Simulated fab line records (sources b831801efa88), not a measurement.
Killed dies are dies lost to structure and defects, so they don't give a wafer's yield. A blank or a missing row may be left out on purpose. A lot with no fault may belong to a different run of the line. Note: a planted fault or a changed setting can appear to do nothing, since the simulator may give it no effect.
Which tool did it? / flow gf180mcu / Sampling: 13 lots, 39 wafers, 5 of 602 route steps

== WHAT EACH GAUGE READ, for each wafer ==
GF_HV_LDD_TW_MEAS_38. Usual: HV_LDD_3_TW gives 1438 (standard deviation 12).
lot=L653; measured=day 11 14:35; on=film metro-02; HV_LDD_3_TW=1455 1451 1443; flag=
lot=L654; measured=day 12 01:37; on=film metro-01; HV_LDD_3_TW=1457 1453 1453; flag=
lot=L655; measured=day 12 08:51; on=film metro-01; HV_LDD_3_TW=1458 1458 1449; flag=
lot=L656; measured=day 12 13:05; on=film metro-01; HV_LDD_3_TW=1470 1456 1456; flag=
lot=L657; measured=day 12 22:41; on=film metro-01; HV_LDD_3_TW=1456 1455 1464; flag=
lot=L658; measured=day 13 03:07; on=film metro-01; HV_LDD_3_TW=1549 1546 1543 1549 1542 1553; flag=OFF
lot=L663; measured=day 15 04:18; on=film metro-02; HV_LDD_3_TW=1547 1555 1539 1547 1544 1536; flag=OFF
lot=L668; measured=day 16 16:20; on=film metro-04; HV_LDD_3_TW=1527 1529 1532 1536 1528 1523; flag=OFF
lot=L670; measured=day 17 06:22; on=film metro-01; HV_LDD_3_TW=1429 1434 1435; flag=
lot=L671; measured=day 17 18:05; on=film metro-01; HV_LDD_3_TW=1444 1434 1437; flag=
lot=L673; measured=day 18 04:37; on=film metro-02; HV_LDD_3_TW=1423 1408 1430; flag=
lot=L675; measured=day 18 18:29; on=film metro-01; HV_LDD_3_TW=1438 1441 1439; flag=
lot=L676; measured=day 19 00:27; on=film metro-01; HV_LDD_3_TW=1441 1439 1444; flag=

GF_HV_LDD_RS_MEAS_53: a four-point-probe measurement. Usual: HV_LDD_RS gives 418.2 ohm/sq (standard deviation 0.85).
lot=L653; measured=day 12 10:20; on=film metro-04; HV_LDD_RS (ohm/sq)=417.7 416.3 417.8; flag=
lot=L654; measured=day 12 21:05; on=film metro-04; HV_LDD_RS (ohm/sq)=417.5 417.6 416.9; flag=
lot=L655; measured=day 13 04:30; on=film metro-01; HV_LDD_RS (ohm/sq)=419.2 418.6 417.6; flag=
lot=L656; measured=day 13 08:08; on=film metro-02; HV_LDD_RS (ohm/sq)=417.8 418.5 418.9; flag=
lot=L657; measured=day 13 18:29; on=film metro-04; HV_LDD_RS (ohm/sq)=418.2 418.3 418.5; flag=
lot=L658; measured=day 13 22:56; on=film metro-04; HV_LDD_RS (ohm/sq)=400.9 400.1 400.7 400.6 400.4 400.5; flag=OFF
lot=L663; measured=day 16 02:21; on=film metro-02; HV_LDD_RS (ohm/sq)=399.4 398.3 400.2 398.8 398.7 400.7; flag=OFF
lot=L668; measured=day 17 15:30; on=film metro-01; HV_LDD_RS (ohm/sq)=398.4 399.7 399.1 397.9 399.8 400.3; flag=OFF
lot=L670; measured=day 18 06:37; on=film metro-04; HV_LDD_RS (ohm/sq)=418.6 417.9 419.2; flag=
lot=L671; measured=day 18 18:00; on=film metro-01; HV_LDD_RS (ohm/sq)=417.4 417.5 418.2; flag=
lot=L673; measured=day 19 04:40; on=film metro-02; HV_LDD_RS (ohm/sq)=416.9 418.4 418.5; flag=
lot=L675; measured=day 19 21:36; on=film metro-04; HV_LDD_RS (ohm/sq)=418.3 417.9 417.7; flag=
lot=L676; measured=day 20 01:05; on=film metro-01; HV_LDD_RS (ohm/sq)=418.0 417.5 417.0; flag=

GF_M4_CD_MEAS_14: the cd target is 280 nm. Usual: 279.8 nm for cd nm, sd 0.91.
lot=L653; measured=day 23 07:56; on=cd sem-02; cd nm (nm)=279.4 280.1 280.0; flag=
lot=L654; measured=day 24 02:43; on=cd sem-02; cd nm (nm)=280.9 278.9 278.9; flag=
lot=L655; measured=day 24 09:09; on=cd sem-01; cd nm (nm)=280.3 278.8 278.6; flag=
lot=L656; measured=day 24 16:39; on=cd sem-01; cd nm (nm)=278.3 277.6 280.0; flag=
lot=L657; measured=day 24 20:13; on=cd sem-01; cd nm (nm)=280.6 280.4 281.2; flag=
lot=L658; measured=day 25 03:25; on=cd sem-02; cd nm (nm)=278.6 279.5 278.3; flag=
lot=L663; measured=day 27 04:11; on=cd sem-02; cd nm (nm)=278.8 279.9 278.8; flag=
lot=L668; measured=day 28 11:31; on=cd sem-01; cd nm (nm)=280.0 280.6 279.4; flag=
lot=L670; measured=day 28 22:16; on=cd sem-02; cd nm (nm)=280.9 280.7 280.0; flag=
lot=L671; measured=day 29 14:23; on=cd sem-01; cd nm (nm)=279.1 280.0 277.8; flag=
lot=L673; measured=day 29 19:35; on=cd sem-02; cd nm (nm)=280.2 280.3 281.1; flag=
lot=L675; measured=day 30 13:08; on=cd sem-02; cd nm (nm)=280.9 279.0 280.5; flag=
lot=L676; measured=day 30 12:38; on=cd sem-01; cd nm (nm)=279.5 279.9 281.2; flag=

GF_V4_THK_MEAS_01. Usual: V4_CVD_00_THK gives 599 nm (standard deviation 4.8).
lot=L653; measured=day 23 08:52; on=film metro-01; V4_CVD_00_THK (nm)=597 597 606; flag=
lot=L654; measured=day 24 03:37; on=film metro-01; V4_CVD_00_THK (nm)=595 599 594; flag=
lot=L655; measured=day 24 10:02; on=film metro-01; V4_CVD_00_THK (nm)=605 597 595; flag=
lot=L656; measured=day 24 17:32; on=film metro-04; V4_CVD_00_THK (nm)=599 592 601; flag=
lot=L657; measured=day 24 21:10; on=film metro-01; V4_CVD_00_THK (nm)=597 593 598; flag=
lot=L658; measured=day 25 04:19; on=film metro-01; V4_CVD_00_THK (nm)=600 596 603; flag=
lot=L663; measured=day 27 05:04; on=film metro-01; V4_CVD_00_THK (nm)=596 604 600; flag=
lot=L668; measured=day 28 12:24; on=film metro-02; V4_CVD_00_THK (nm)=604 597 598; flag=
lot=L670; measured=day 28 23:11; on=film metro-04; V4_CVD_00_THK (nm)=604 598 594; flag=
lot=L671; measured=day 29 15:19; on=film metro-02; V4_CVD_00_THK (nm)=598 592 593; flag=
lot=L673; measured=day 29 20:28; on=film metro-02; V4_CVD_00_THK (nm)=602 600 598; flag=
lot=L675; measured=day 30 14:04; on=film metro-01; V4_CVD_00_THK (nm)=594 597 602; flag=
lot=L676; measured=day 30 13:39; on=film metro-02; V4_CVD_00_THK (nm)=588 596 585; flag=

== WHICH TOOL RAN EACH LOT (tool, then ch and the chambers of the sampled wafers, then the start) ==
lot=L653; GF_HV_LDD_IMPLANT_34=implanter-03 ch 0, day 11 14:02
lot=L654; GF_HV_LDD_IMPLANT_34=implanter-02 ch 0, day 12 01:04
lot=L655; GF_HV_LDD_IMPLANT_34=implanter-04 ch 0, day 12 08:19
lot=L656; GF_HV_LDD_IMPLANT_34=implanter-03 ch 0, day 12 12:34
lot=L657; GF_HV_LDD_IMPLANT_34=implanter-03 ch 0, day 12 22:08
lot=L658; GF_HV_LDD_IMPLANT_34=implanter-03 ch 0, day 13 02:08
lot=L663; GF_HV_LDD_IMPLANT_34=implanter-03 ch 0, day 15 03:27
lot=L668; GF_HV_LDD_IMPLANT_34=implanter-03 ch 0, day 16 15:26
lot=L670; GF_HV_LDD_IMPLANT_34=implanter-02 ch 0, day 17 05:49
lot=L671; GF_HV_LDD_IMPLANT_34=implanter-04 ch 0, day 17 17:32
lot=L673; GF_HV_LDD_IMPLANT_34=implanter-02 ch 0, day 18 04:04
lot=L675; GF_HV_LDD_IMPLANT_34=implanter-04 ch 0, day 18 17:56
lot=L676; GF_HV_LDD_IMPLANT_34=implanter-02 ch 0, day 18 23:55
- GF_HV_LDD_IMPLANT_34

== WHAT THE TOOLS THEMSELVES READ (means of the sampled wafers that have a number; where no wafer has one, the mark that the record gives instead) ==
The record holds no such reading with a usual standard deviation.

== THE ANSWER, worked out from the rows above alone ==
Rule: take the mean of a lot's wafers that have a number; if it is more than 3 standard deviations from the usual mean, the lot is off. Also off: a lot with no number at a reading for which 4 or more lots have one. The other lots that the step has rows for count as sound. First the gauges in route order, then the tools' own readings, where a lot's mean is used as printed above. At the first step where some lot is off, the reading lying furthest off is the one used; lots without a number count as furthest.
Off: at GF_HV_LDD_TW_MEAS_38 (HV_LDD_3_TW), L658, L663, L668.
If a tool, at a process step before that reading, ran all the lots that are off and no sound lot after the first of them, it fits. The gauges at GF_HV_LDD_TW_MEAS_38 are tried like those tools. One fits: implanter-03 at GF_HV_LDD_IMPLANT_34. Its last sound lot is L657 (day 12 22:08), its first lot that is off L658 (day 13 02:08): a fault that began between those two fits.

== WHAT WAS PUT IN BY THE SIMULATOR ==
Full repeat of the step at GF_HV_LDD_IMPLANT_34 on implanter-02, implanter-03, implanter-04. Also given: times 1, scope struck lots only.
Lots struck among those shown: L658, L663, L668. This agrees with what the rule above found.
